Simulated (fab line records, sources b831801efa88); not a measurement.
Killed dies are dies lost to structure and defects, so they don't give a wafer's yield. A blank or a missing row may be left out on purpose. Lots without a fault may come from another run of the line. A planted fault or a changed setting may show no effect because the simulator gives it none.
A struck lot beside a sound one | flow gf180mcu | 14 steps out of a route of 602
Sound: wafers L124.1, L124.2, L124.4. Struck: wafers L121.1, L121.3, L121.5. The cause comes at the end.
At each step with rows: each side's tool, then ch and its chambers, then its first start. Under that, the readings that differ: sound wafers | struck wafers | difference of the means | sigmas: that difference in standard deviations of wafers without a fault.
alike: readings whose means differ by less than 2 such deviations, and words and numbers that are the same on both sides. not compared: withheld readings, readings that some wafer has no value for, bounds like >300 that may hide the same value, and numbers for which the record gives no deviation and whose values overlap.
The two part at a step that has a row with sigmas, a row that says differs or no value, or rows on one side only. Numbers that don't overlap but have no deviation are shown without sigmas and don't part them. A reading that every wafer of one side lacks parts them only if that side has two wafers or more.

first, 4 steps without rows for these wafers: GF_M4_SOFTBAKE_10 (time 60 s); GF_M4_EXPOSE_11 (exposes mask Metal4, target cd 280 nm); GF_M4_PEB_12 (peb time 90 s); GF_M4_DEVELOP_13 (develop time 60 s).
GF_M4_CD_MEAS_14: target cd 280 nm.
  sound on cd_sem-02, day 26 07:00; struck on cd_sem-02, day 25 05:30
  reading    | sound             | struck            | difference | sigmas
  cd_nm (nm) | 279.2 277.2 278.6 | 281.7 281.7 282.7 | +3.7       | +3
GF_M4_OVL_MEAS_15:
  sound on overlay-02, day 26 07:07; struck on overlay-02, day 25 05:37
  alike: M4_OVL
GF_M4_METAL_ETCH_16: etches the open film in Cl2/BCl3, stops on SiO2, target depth 750.8 nm, time 125.1 s.
  sound on rie_metal-02 ch 0,1, day 26 07:10; struck on rie_metal-02 ch 0,1, day 25 05:39
  alike: bias_w, drypump_motor_current_A, oes_product_au, throttle_valve_pct
  not compared: rf_hours_counter_h
GF_M4_STRIP_17: strips in O2/N2.
  sound on plasma_asher-02 ch 0,1, day 26 07:20; struck on plasma_asher-03 ch 0,1, day 25 05:47
  alike: drypump_motor_current_A, heater_power_w, oes_product_au, strip_time_to_endpoint_s
  not compared: rf_hours_counter_h
then, 3 steps without rows for these wafers: GF_M4_STRIP_18 (strips in post etch residue remover, time 1200 s); GF_M4_CLEAN_19 (cleans in DIW); GF_V4_CVD_00 (deposits SiO2, target thk 600 nm, time 100 s).
GF_V4_THK_MEAS_01:
  sound on film_metro-04, day 26 07:58; struck on film_metro-04, day 25 06:23
  reading            | sound       | struck      | difference | sigmas
  V4_CVD_00_THK (nm) | 605 603 606 | 589 594 592 | -13        | -2
GF_V4_CVD_02: deposits SiO2 from TEOS, target thk 850 nm, time 94.851 s.
  sound on pecvd-04 ch 0,1, day 26 08:02; struck on pecvd-04 ch 1,2, day 25 06:27
  no value came back on the struck wafers for heater_power_outer_w (W), heater_power_w (W), susceptor_temp_C (C); on the sound wafers heater_power_outer_w (W) reads 373 361 282
  not compared: since_wet_clean_h
GF_PASSIVATION_PROBE_99:
  the record has rows for the sound wafers here (prober-01, day 31 11:59) and none for the struck ones

WHERE THEY PART
First at GF_M4_CD_MEAS_14; last, within this record, at GF_PASSIVATION_PROBE_99.

WHY: what the simulator had put in
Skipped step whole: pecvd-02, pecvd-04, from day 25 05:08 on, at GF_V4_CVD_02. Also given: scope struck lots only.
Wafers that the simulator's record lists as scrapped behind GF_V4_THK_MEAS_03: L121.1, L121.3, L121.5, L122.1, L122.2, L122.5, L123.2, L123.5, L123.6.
